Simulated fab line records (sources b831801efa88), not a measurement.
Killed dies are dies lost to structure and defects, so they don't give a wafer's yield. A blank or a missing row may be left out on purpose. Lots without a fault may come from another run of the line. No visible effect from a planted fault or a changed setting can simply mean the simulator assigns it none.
fab line records	flow sky130
record lots=11	wafers=33	last-day=52
route steps=708 shown SONOS_ONO@181 GATE_OXIDE@200 POLY_GATE@227 PAD_OPEN@708
lots with no fault: from the same line, run without faults
start-h: hours from the record's opening day to when the first of the lot's shown wafers began	wait-h: hours elapsed since this lot's preceding step	" as in the row above	L1.1+2: one row covering several wafers at once	- no value, or no start given	* or withheld: withheld	< > ~ a bound
route shown NAME@n: a module of which the file shows steps, and the number in the route of the first	usual: mean/standard deviation taken from wafers without a fault	same: alike in all rows	chamber/n: place in a boat	sites: each site's reading	_std_site: the values' standard deviation	_edge_site: inner sites' mean taken away from outer sites' mean	radius-mm: for every site, how far away it sits from the centre of the wafer	mask NAME#n: copy n	behind: tool/chamber where the wafer was last shaped	hold: why the lot went on hold/how many hours it stayed there/how the hold came to an end	device: the n, p or np transistor that did not switch	end of line: the same wafers' tests at the end of the route	where a step has no rows: the recipe by itself	killed: dies lost to structure and defects at the first sort, not the wafer's yield	map: per-die view of a wafer (x killed, . not killed, _ where there is no die)
set.NAME: the setting the step ran with; set.NAME@STEP: the setting that earlier step ran with	model.NAME: the simulator's own value behind a step, which no gauge read
route steps across a sampled set of lots; one table per step, one row per wafer
services: a tool's chamber out of use, with start hour (start-h, from the record's first day; less than 0 if before it), hours out, and reason
## steps
# step SKY_SONOS_ONO_CD_MEAS_13
# recipe target-cd-nm=410
# usual cd-nm=410.1/2.4
lot.wafer	tool	chamber	start-h	wait-h	cd-nm
L333.2	cd-sem-01	-	332.44	0.1	412.7
L333.4	"	-	"	"	412.3
L333.6	"	-	"	"	410.3
L335.1	cd-sem-01	-	334.32	0.1	411.2
L335.2	"	-	"	"	409.3
L335.4	"	-	"	"	408.8
L334.1	cd-sem-01	-	334.45	0.1	408.9
L334.2	"	-	"	"	409.9
L334.3	"	-	"	"	409.7
L338.2	cd-sem-01	-	337.02	0.1	407.7
L338.4	"	-	"	"	410.1
L338.6	"	-	"	"	410.4
L340.2	cd-sem-01	-	338.79	0.1	411.9
L340.3	"	-	"	"	412.5
L340.6	"	-	"	"	410.7
L343.2	cd-sem-01	-	484.44	0.1	407.7
L343.4	"	-	"	"	412.2
L343.5	"	-	"	"	410.1
L348.1	cd-sem-02	-	500.87	0.1	410.2
L348.3	"	-	"	"	408.8
L348.5	"	-	"	"	410.5
L347.1	cd-sem-02	-	502.64	0.1	411.7
L347.2	"	-	"	"	415.5
L347.4	"	-	"	"	414.6
L345.1	cd-sem-01	-	505.12	0.1	409.5
L345.3	"	-	"	"	409.3
L345.4	"	-	"	"	409.6
L352.1	cd-sem-01	-	510.17	0.1	411.3
L352.3	"	-	"	"	411.7
L352.4	"	-	"	"	411.7
L351.1	cd-sem-01	-	512.67	0.1	407.7
L351.2	"	-	"	"	408.6
L351.4	"	-	"	"	409.5
# step SKY_GATE_OXIDE_STRIP_13
# recipe chemistry=O2/N2	power-w=1400	pressure-mtorr=1500	platen-temp-c=withheld	o2-flow-sccm=3000	n2-flow-sccm=300	overash-fraction=0.5
# usual chamber-pressure-mTorr=1499.9/1.3	drypump-motor-current-A=5.69/0.25	oes-product-au=0.715/0.0044	strip-time-to-endpoint-s=14.19/0.034
lot.wafer	tool	chamber	start-h	wait-h	chamber-pressure-mTorr	drypump-motor-current-A	oes-product-au	rf-hours-counter-h	strip-time-to-endpoint-s
L333.2	plasma-asher-01	0	361.63	0.0	1500.5	5.92	0.715	62	14.17
L333.4	"	0	"	"	1499.5	5.93	0.717	-	14.20
L333.6	"	1	"	"	1500.6	5.77	0.718	-	14.17
L335.1	plasma-asher-03	1	364.48	0.0	1501.1	5.16	0.718	51	14.12
L335.2	"	0	"	"	1499.6	5.45	0.715	51	14.17
L335.4	"	0	"	"	1498.1	5.42	0.712	-	14.18
L334.1	plasma-asher-04	1	365.23	0.0	1497.4	5.78	0.715	22	14.24
L334.2	"	0	"	"	1501.0	5.82	0.709	22	14.22
L334.3	"	0	"	"	1497.6	5.82	0.714	-	14.25
L338.2	plasma-asher-03	1	366.18	0.0	1501.7	5.14	0.714	52	14.19
L338.4	"	0	"	"	1502.3	5.45	0.707	-	14.18
L338.6	"	0	"	"	1497.0	5.46	0.713	-	14.15
L340.2	plasma-asher-04	1	370.31	0.0	1499.4	5.79	0.715	23	14.24
L340.3	"	0	"	"	1500.2	5.81	0.703	-	14.19
L340.6	"	0	"	"	1499.6	5.79	0.717	-	14.20
L343.2	plasma-asher-04	1	517.43	0.0	1500.8	5.78	0.717	37	14.12
L343.4	"	0	"	"	1498.7	5.80	0.712	-	14.15
L343.5	"	0	"	"	1499.7	5.79	0.716	-	14.17
L348.1	plasma-asher-03	1	533.54	0.0	1502.6	5.13	0.712	67	14.15
L348.3	"	0	"	"	1499.5	5.46	0.712	-	14.13
L348.5	"	1	"	"	1501.5	5.13	0.712	-	14.13
L347.1	plasma-asher-04	1	535.31	0.0	1501.3	5.78	0.715	39	14.16
L347.2	"	0	"	"	1499.4	5.81	0.713	39	14.17
L347.4	"	0	"	"	1497.9	5.81	0.708	-	14.14
L345.1	plasma-asher-04	1	538.13	0.0	1498.9	5.84	0.707	40	14.15
L345.3	"	1	"	"	1500.9	5.78	0.708	-	14.18
L345.4	"	0	"	"	1499.5	5.78	0.713	-	14.17
L352.1	plasma-asher-04	0	543.65	0.0	1498.1	5.80	0.716	40	14.17
L352.3	"	1	"	"	1497.6	5.80	0.716	-	14.22
L352.4	"	0	"	"	1498.5	5.81	0.715	-	14.20
L351.1	plasma-asher-01	0	545.80	0.0	1500.1	5.92	0.709	12	14.21
L351.2	"	1	"	"	1500.9	5.75	0.717	12	14.21
L351.4	"	1	"	"	1501.6	5.75	0.722	-	14.24
# step SKY_POLY_GATE_CD_MEAS_13
# recipe target-cd-nm=150
# usual cd-nm=150.1/0.95
lot.wafer	tool	chamber	start-h	wait-h	cd-nm
L333.2	cd-sem-01	-	426.99	-	148.8
L333.4	"	-	"	"	149.8
L333.6	"	-	"	"	150.1
L334.1	cd-sem-01	-	431.02	-	150.4
L334.2	"	-	"	"	149.6
L334.3	"	-	"	"	150.4
L335.1	cd-sem-01	-	431.74	-	149.9
L335.2	"	-	"	"	148.7
L335.4	"	-	"	"	148.7
L338.2	cd-sem-01	-	434.11	-	151.1
L338.4	"	-	"	"	150.3
L338.6	"	-	"	"	151.8
L340.2	cd-sem-02	-	439.11	-	150.9
L340.3	"	-	"	"	150.9
L340.6	"	-	"	"	149.8
L343.2	cd-sem-01	-	582.46	-	150.2
L343.4	"	-	"	"	150.6
L343.5	"	-	"	"	149.6
L348.1	cd-sem-02	-	598.56	-	151.2
L348.3	"	-	"	"	150.6
L348.5	"	-	"	"	150.5
L347.1	cd-sem-02	-	602.72	-	149.3
L347.2	"	-	"	"	150.2
L347.4	"	-	"	"	149.2
L345.1	cd-sem-02	-	604.74	-	149.5
L345.3	"	-	"	"	150.4
L345.4	"	-	"	"	149.2
L352.1	cd-sem-01	-	609.79	-	150.6
L352.3	"	-	"	"	151.2
L352.4	"	-	"	"	149.2
L351.1	cd-sem-01	-	611.59	-	151.6
L351.2	"	-	"	"	150.5
L351.4	"	-	"	"	150.5
# step SKY_POLY_GATE_ETCH_17
# recipe target-depth-nm=180	stop-on=SiO2	over-etch-frac=0.56667	chemistry=HBr/Cl2	target=poly-Si	icp-w=400	bias-w=100	pressure-mtorr=10	HBr_flow_sccm=150	Cl2_flow_sccm=50	time-s=70.5
# usual chamber-pressure-mTorr=10.000/0.0094	drypump-motor-current-A=5.9/0.3	oes-product-au=0.979/0.0088	run-length-s=98.7/0.51	throttle-valve-pct=33.684/0.0093
lot.wafer	tool	chamber	start-h	wait-h	chamber-pressure-mTorr	drypump-motor-current-A	oes-product-au	rf-hours-counter-h	run-length-s	throttle-valve-pct
L333.2	rie-si-01	3	427.31	0.0	9.985	6.2	0.973	2	98.9	33.669
L333.4	"	0	"	"	9.984	6.0	0.978	21	98.8	33.688
L333.6	"	1	"	"	10.015	6.2	0.985	-	97.9	33.673
L334.1	rie-si-01	1	431.36	0.0	9.992	6.2	0.986	3	98.3	33.676
L334.2	"	0	"	"	10.002	6.0	0.970	21	98.6	33.686
L334.3	"	2	"	"	9.988	5.6	0.978	3	99.0	33.681
L335.1	rie-si-02	1	432.08	0.0	9.979	5.5	0.974	4	99.2	33.684
L335.2	"	3	"	"	9.996	5.9	0.991	22	98.0	33.688
L335.4	"	0	"	"	10.002	5.6	0.957	2	98.9	33.675
L338.2	rie-si-01	3	434.43	0.0	9.973	6.2	0.983	2	98.4	33.685
L338.4	"	1	"	"	9.999	6.3	0.977	3	97.9	33.697
L338.6	"	1	"	"	10.019	6.3	0.848	-	114.2	33.672
L340.2	rie-si-01	2	439.43	0.0	10.006	5.6	0.983	4	99.4	33.679
L340.3	"	3	"	"	9.993	6.2	0.980	3	98.4	33.672
L340.6	"	0	"	"	10.000	6.0	0.863	-	115.1	33.692
L343.2	rie-si-01	0	582.78	0.0	10.007	6.0	0.985	22	99.5	33.680
L343.4	"	2	"	"	10.012	5.5	0.968	4	99.3	33.679
L343.5	"	3	"	"	10.003	6.2	0.976	-	98.3	33.676
L348.1	rie-si-01	0	598.89	0.0	9.995	6.0	0.978	22	99.4	33.684
L348.3	"	3	"	"	9.998	6.3	0.978	3	98.2	33.684
L348.5	"	0	"	"	10.001	6.0	0.981	-	98.6	33.692
L347.1	rie-si-01	3	603.06	0.0	10.009	6.2	0.977	3	98.3	33.695
L347.2	"	0	"	"	9.991	6.0	0.983	22	98.7	33.681
L347.4	"	1	"	"	10.002	6.2	0.977	4	98.0	33.697
L345.1	rie-si-01	1	605.08	0.0	10.003	6.2	0.972	4	98.1	33.692
L345.3	"	0	"	"	9.990	6.0	0.968	22	98.6	33.681
L345.4	"	3	"	"	10.006	6.2	0.965	3	98.7	33.687
L352.1	rie-si-01	3	610.13	0.0	9.995	6.2	0.976	3	98.6	33.685
L352.3	"	1	"	"	9.996	6.2	0.978	4	98.3	33.693
L352.4	"	0	"	"	10.021	6.0	0.978	22	98.6	33.675
L351.1	rie-si-02	2	611.93	0.0	10.007	6.3	0.975	1	99.0	33.699
L351.2	"	1	"	"	10.004	5.5	0.967	5	98.7	33.692
L351.4	"	3	"	"	10.007	5.9	0.986	23	98.0	33.691
# step SKY_POLY_GATE_STRIP_18
# recipe chemistry=O2/N2	power-w=1400	pressure-mtorr=1500	platen-temp-c=withheld	o2-flow-sccm=3000	n2-flow-sccm=300	overash-fraction=0.5
# usual chamber-pressure-mTorr=1500.1/1.4	drypump-motor-current-A=5.80/0.054	oes-product-au=0.362/0.0049	strip-time-to-endpoint-s=3.19/0.055
lot.wafer	tool	chamber	start-h	wait-h	chamber-pressure-mTorr	drypump-motor-current-A	oes-product-au	rf-hours-counter-h	strip-time-to-endpoint-s
L333.2	plasma-asher-02	0	427.37	0.0	1498.1	5.80	0.372	73	3.24
L333.4	"	0	"	"	1499.7	5.78	0.358	-	3.25
L333.6	"	0	"	"	1500.6	5.81	0.362	-	3.24
L334.1	plasma-asher-04	1	431.42	0.0	1500.1	5.72	0.360	29	3.16
L334.2	"	0	"	"	1499.6	5.82	0.365	29	3.31
L334.3	"	1	"	"	1498.9	5.79	0.365	-	3.14
L335.1	plasma-asher-02	0	432.14	0.0	1500.4	5.80	0.362	74	3.17
L335.2	"	1	"	"	1500.2	5.77	0.359	74	3.13
L335.4	"	0	"	"	1500.7	5.77	0.372	-	3.20
L338.2	plasma-asher-02	1	434.49	0.0	1499.7	5.75	0.355	74	3.11
L338.4	"	1	"	"	1499.7	5.78	0.361	-	3.14
L338.6	"	0	"	"	1499.6	5.77	0.355	-	3.05
L340.2	plasma-asher-01	0	439.49	0.0	1501.2	5.93	0.371	1	3.18
L340.3	"	0	"	"	1498.3	5.92	0.365	-	3.22
L340.6	"	1	"	"	1502.3	5.80	0.347	-	2.98
L343.2	plasma-asher-02	1	582.84	0.0	1501.3	5.78	0.361	90	3.20
L343.4	"	1	"	"	1499.2	5.74	0.361	-	3.18
L343.5	"	0	"	"	1500.8	5.79	0.362	-	3.23
L348.1	plasma-asher-01	1	598.95	0.0	1498.9	5.76	0.358	17	3.13
L348.3	"	1	"	"	1501.4	5.77	0.362	-	3.20
L348.5	"	1	"	"	1502.5	5.71	0.364	-	3.18
L347.1	plasma-asher-01	1	603.11	0.0	1500.3	5.74	0.359	18	3.23
L347.2	"	0	"	"	1499.7	5.93	0.354	18	3.05
L347.4	"	1	"	"	1500.7	5.80	0.363	-	3.15
L345.1	plasma-asher-04	1	605.14	0.0	1501.1	5.82	0.362	46	3.15
L345.3	"	0	"	"	1498.2	5.81	0.369	-	3.25
L345.4	"	1	"	"	1499.7	5.82	0.370	-	3.21
L352.1	plasma-asher-02	1	610.19	0.0	1501.2	5.79	0.354	92	3.20
L352.3	"	1	"	"	1502.1	5.80	0.371	-	3.23
L352.4	"	0	"	"	1500.2	5.81	0.365	-	3.23
L351.1	plasma-asher-01	1	611.99	0.0	1502.1	5.75	0.355	18	3.21
L351.2	"	0	"	"	1498.9	5.93	0.367	18	3.26
L351.4	"	0	"	"	1500.0	5.93	0.361	-	3.18
# step SKY_PAD_OPEN_PROBE_99
# usual killed_at_M0_to_M3=45/6.3	killed_at_M4_up=2.8/1.6	killed-at-contacts=24/5.1	killed-at-front-end=14/4.4	killed-at-other=0.4/0.73	killed-dies=86/9	killed-on-rim=17/3.8	killed-open=47/7.8	killed-short=39/6.6
# same gross-dies=492	killed-at-back-side=0
lot.wafer	tool	chamber	start-h	wait-h	killed_at_M0_to_M3	killed_at_M4_up	killed-at-contacts	killed-at-front-end	killed-at-other	killed-dies	killed-on-rim	killed-open	killed-short
L335.1	prober-01	-	1136.60	0.1	42	2	33	10	0	87	16	46	41
L335.2	prober-01	-	1136.65	0.1	52	0	24	14	0	90	24	37	53
L335.4	prober-01	-	1136.75	0.2	44	0	22	8	0	74	14	41	33
L340.2	prober-02	-	1145.64	0.1	47	4	27	7	0	85	16	50	35
L340.3	prober-02	-	1145.69	0.2	30	4	26	18	0	78	18	43	35
L340.6	prober-02	-	1145.84	0.2	41	3	28	10	0	82	17	44	38
L343.2	prober-01	-	1229.08	0.1	47	2	23	13	2	87	15	59	28
L343.4	prober-01	-	1229.18	0.2	47	0	20	21	1	89	14	47	42
L343.5	prober-01	-	1229.23	0.2	43	4	28	15	0	90	20	55	35
L351.1	prober-01	-	1244.16	0.1	31	2	20	23	0	76	14	42	34
L351.2	prober-01	-	1244.21	0.1	43	1	25	15	1	85	17	52	33
L351.4	prober-01	-	1244.31	0.2	41	3	30	14	0	88	17	47	41
# killed by level:class
L335.1 LI_CONTACT:geometric-particle:open=12 VIA1:geometric-particle:open=10 VIA3:geometric-particle:open=7 LOCAL_INTERCONNECT:geometric-particle:short=6 LI_CONTACT:geometric-particle:short=5 CONTACT:geometric-particle:short=5 METAL1:geometric-particle:short=5 VIA2:geometric-particle:open=5
L335.2 METAL1:geometric-particle:short=13 METAL2:geometric-particle:short=9 VIA3:geometric-particle:open=7 CONTACT:geometric-particle:short=7 CONTACT:geometric-particle:open=7 VIA1:geometric-particle:open=7 LOCAL_INTERCONNECT:geometric-particle:short=6 VIA2:geometric-particle:open=5
L335.4 METAL1:geometric-particle:short=8 VIA2:geometric-particle:open=7 CONTACT:geometric-particle:open=7 VIA1:geometric-particle:open=7 LI_CONTACT:geometric-particle:open=6 VIA3:geometric-particle:open=6 LOCAL_INTERCONNECT:geometric-particle:short=5 METAL2:geometric-particle:short=5
L340.2 VIA3:geometric-particle:open=14 LI_CONTACT:geometric-particle:open=8 VIA1:geometric-particle:open=8 CONTACT:geometric-particle:open=7 VIA3:geometric-particle:short=6 METAL1:geometric-particle:short=5 LI_CONTACT:geometric-particle:short=4 CONTACT:geometric-particle:short=4
L340.3 CONTACT:geometric-particle:open=12 VIA1:geometric-particle:open=8 POLY_GATE:geometric-particle:short=7 VIA2:geometric-particle:open=6 VIA3:geometric-particle:open=5 LI_CONTACT:geometric-particle:short=4 CONTACT:geometric-particle:short=4 FIELD_ISO:geometric-particle:short=3
L340.6 CONTACT:geometric-particle:open=11 LOCAL_INTERCONNECT:geometric-particle:short=7 VIA2:geometric-particle:open=7 VIA1:geometric-particle:open=7 VIA3:geometric-particle:open=7 METAL3:geometric-particle:short=5 LI_CONTACT:geometric-particle:open=4 METAL1:geometric-particle:short=4
L343.2 CONTACT:geometric-particle:open=12 VIA2:geometric-particle:open=12 VIA1:geometric-particle:open=11 VIA3:geometric-particle:open=10 LI_CONTACT:geometric-particle:open=6 METAL1:geometric-particle:short=5 FIELD_ISO:geometric-particle:open=4 FIELD_ISO:geometric-particle:short=3
L343.4 VIA1:geometric-particle:open=11 VIA3:geometric-particle:open=9 POLY_GATE:geometric-particle:short=7 CONTACT:geometric-particle:open=7 VIA1:geometric-particle:short=6 LOCAL_INTERCONNECT:geometric-particle:short=4 CONTACT:geometric-particle:short=4 METAL1:geometric-particle:short=4
L343.5 CONTACT:geometric-particle:open=13 VIA1:geometric-particle:open=10 VIA2:geometric-particle:open=9 LI_CONTACT:geometric-particle:open=6 CONTACT:geometric-particle:short=5 VIA1:geometric-particle:short=5 VIA3:geometric-particle:open=5 POLY_GATE:geometric-particle:short=3
L351.1 FIELD_ISO:geometric-particle:open=11 LI_CONTACT:geometric-particle:open=7 CONTACT:geometric-particle:open=7 VIA1:geometric-particle:open=5 FIELD_ISO:geometric-particle:short=4 METAL1:geometric-particle:short=4 VIA2:geometric-particle:open=4 POLY_GATE:geometric-particle:short=3
L351.2 CONTACT:geometric-particle:open=14 VIA1:geometric-particle:open=9 VIA3:geometric-particle:open=8 FIELD_ISO:geometric-particle:open=7 METAL2:geometric-particle:short=7 VIA2:geometric-particle:open=6 CONTACT:geometric-particle:short=4 METAL1:geometric-particle:short=4
L351.4 CONTACT:geometric-particle:open=12 LI_CONTACT:geometric-particle:open=9 VIA2:geometric-particle:open=8 VIA3:geometric-particle:short=7 METAL2:geometric-particle:short=7 FIELD_ISO:geometric-particle:short=5 VIA1:geometric-particle:open=5 VIA3:geometric-particle:open=5
## services
tool	chamber	start-h	hours	kind
rie-si-02	-	353.73	9.4	repair
rie-si-02	2	372.67	-	clean
rie-si-02	2	372.67	17.3	scheduled-down
rie-si-02	2	372.67	17.3	vent-cycle
rie-si-02	-	385.75	15.2	repair
plasma-asher-04	-	395.99	1.9	repair
plasma-asher-01	-	421.25	9.0	pm
plasma-asher-01	0	421.25	9.0	vent-cycle
plasma-asher-01	1	421.25	9.0	vent-cycle
plasma-asher-01	0	430.25	-	clean
plasma-asher-01	1	430.25	-	clean
rie-si-02	1	435.78	11.7	repair
rie-si-02	0	438.75	7.0	repair
plasma-asher-02	-	461.82	1.2	repair
plasma-asher-03	-	463.18	15.6	pm
plasma-asher-04	-	480.39	2.8	pm
plasma-asher-04	-	485.57	3.0	repair
plasma-asher-03	-	486.63	1.0	repair
plasma-asher-01	-	493.92	2.3	repair
rie-si-02	-	507.80	2.8	pm
plasma-asher-01	-	516.65	1.2	repair
plasma-asher-02	-	528.37	0.6	repair
## key
first-sign step=SKY_POLY_GATE_ETCH_17	reading=run-length-s	direction=up	sigmas=31	usual=*	struck=*
effect step=SKY_POLY_GATE_ETCH_17	reading=oes-product-au	direction=down	sigmas=14	usual=0.979	struck=0.855
effect step=SKY_POLY_GATE_STRIP_18	reading=strip-time-to-endpoint-s	direction=down	sigmas=3.1	usual=*	struck=*
met-at SKY_POLY_GATE_ETCH_17
struck-lots L338,L340
struck-wafers L338.6,L340.6
tester-left-out L338,L340
not-acting-at SKY_SONOS_ONO_CD_MEAS_13,SKY_GATE_OXIDE_STRIP_13,SKY_POLY_GATE_CD_MEAS_13
onset-between 431.36 434.43
fault kind=process-parameter-drift	tool=rie-si-01	chamber=-	onset-h=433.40	steps=SKY_POLY_GATE_ETCH_17	channel=time-s	offset=*	shape=step	end-h=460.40	scope=struck-wafers-only	acts-in=*	stated=*
# tester-left-out: of these lots the tester's yield and bins aren't shown, on N5 and GAA mostly nor the transistor test; their killed dies are dies lost to structure and defects alone, not to doping, threshold or leakage, so they don't give the yield
